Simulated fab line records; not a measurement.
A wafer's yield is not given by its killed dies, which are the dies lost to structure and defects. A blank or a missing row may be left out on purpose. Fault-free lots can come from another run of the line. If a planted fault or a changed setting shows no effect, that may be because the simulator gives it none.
Struck lot and sound lot, side by side :: flow sky130 :: 14 out of 708 route steps
Sound: these wafers, L594.3, L594.5, L594.6. The struck wafers were L603.1, L603.2, L603.3. Last of all comes the cause.
Each step with rows lists, per side, the tool, then ch with its chambers, then its first start. Under that, the readings that differ: sound wafers :: struck wafers :: difference of the means :: sigmas: that difference in standard deviations of wafers without a fault.
alike: readings whose means differ by less than 2 such deviations, and words and numbers that are the same on both sides. not compared: withheld readings, readings that some wafer has no value for, bounds like >300 that may hide the same value, and numbers for which the record gives no deviation and whose values overlap.
Wherever a step has rows on one side only, a row that says differs or no value, or a row with sigmas, the two part there. Numbers that don't overlap but have no deviation are shown without sigmas and don't part them. A reading that every wafer of one side lacks parts them only if that side has two wafers or more.

first, 2 steps without rows for these wafers: SKY_METAL3_CLEAN_22 (cleans in O3/DIW); SKY_VIA3_HDPCVD_00 (deposits SiO2, target thk 1635 nm, time 272.5 s).
SKY_VIA3_THK_MEAS_01:
  sound on filmMetro-04 at day 39 21:37; struck on filmMetro-04 at day 41 15:12
  alike: VIA3_HDPCVD_THK
SKY_VIA3_CMP_02: polishes SiO2.
  sound on cmp-01 ch 0,1,3, day 39 21:45; struck on cmp-02 ch 0,1,3, day 41 15:19
  alike: motorCurrentA
SKY_VIA3_BOW_MEAS_03:
  sound on filmMetro-03 at day 39 21:59; struck on filmMetro-01 at day 41 15:34
  alike: VIA3_BOW
then, 7 steps without rows for these wafers: SKY_VIA3_DEHYDRATE_04 (time 60 s); SKY_VIA3_HMDS_05 (prime time 60 s); SKY_VIA3_COAT_06 (resist thk 60 nm); SKY_VIA3_COAT_07 (resist thk 450 nm); SKY_VIA3_SOFTBAKE_08 (time 90 s); SKY_VIA3_EXPOSE_09 (exposes mask VIM3, target cd 200 nm); SKY_VIA3_PEB_10.
SKY_VIA3_DEVELOP_11: develop time 60 s.
  struck on lithoTrack-04, day 42 15:00; sound on lithoTrack-04 ch 0, day 40 22:00
  no value came back on the struck wafers for chillPlateTempC (C), developTimeS (s), resistLineTempC (C); on the sound wafers chillPlateTempC (C) reads 22.94 23.20 23.06
reading: model.KrF-thick_of_VIA3_COAT_07.thkNm (nm)
sound: 436.2 434.9 436
struck: 449.7 449.9 448.6
difference: +13.7
sigmas: 
SKY_VIA3_CD_MEAS_12 targets a cd of 200 nm.
  sound on cdSem-01 at day 40 22:11; struck on cdSem-01 at day 42 15:36
reading: cdNm (nm)
sound: 199.0 199.5 199.1
struck: - - -
difference: no value on the struck wafers
sigmas: 

== WHERE THEY PART ==
At SKY_VIA3_DEVELOP_11 first; at SKY_VIA3_CD_MEAS_12 last (within this record only).

WHY: the cause the simulator had injected
Skipped step whole: lithoTrack-04, from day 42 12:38 on, at SKY_VIA3_DEVELOP_11. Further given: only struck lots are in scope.
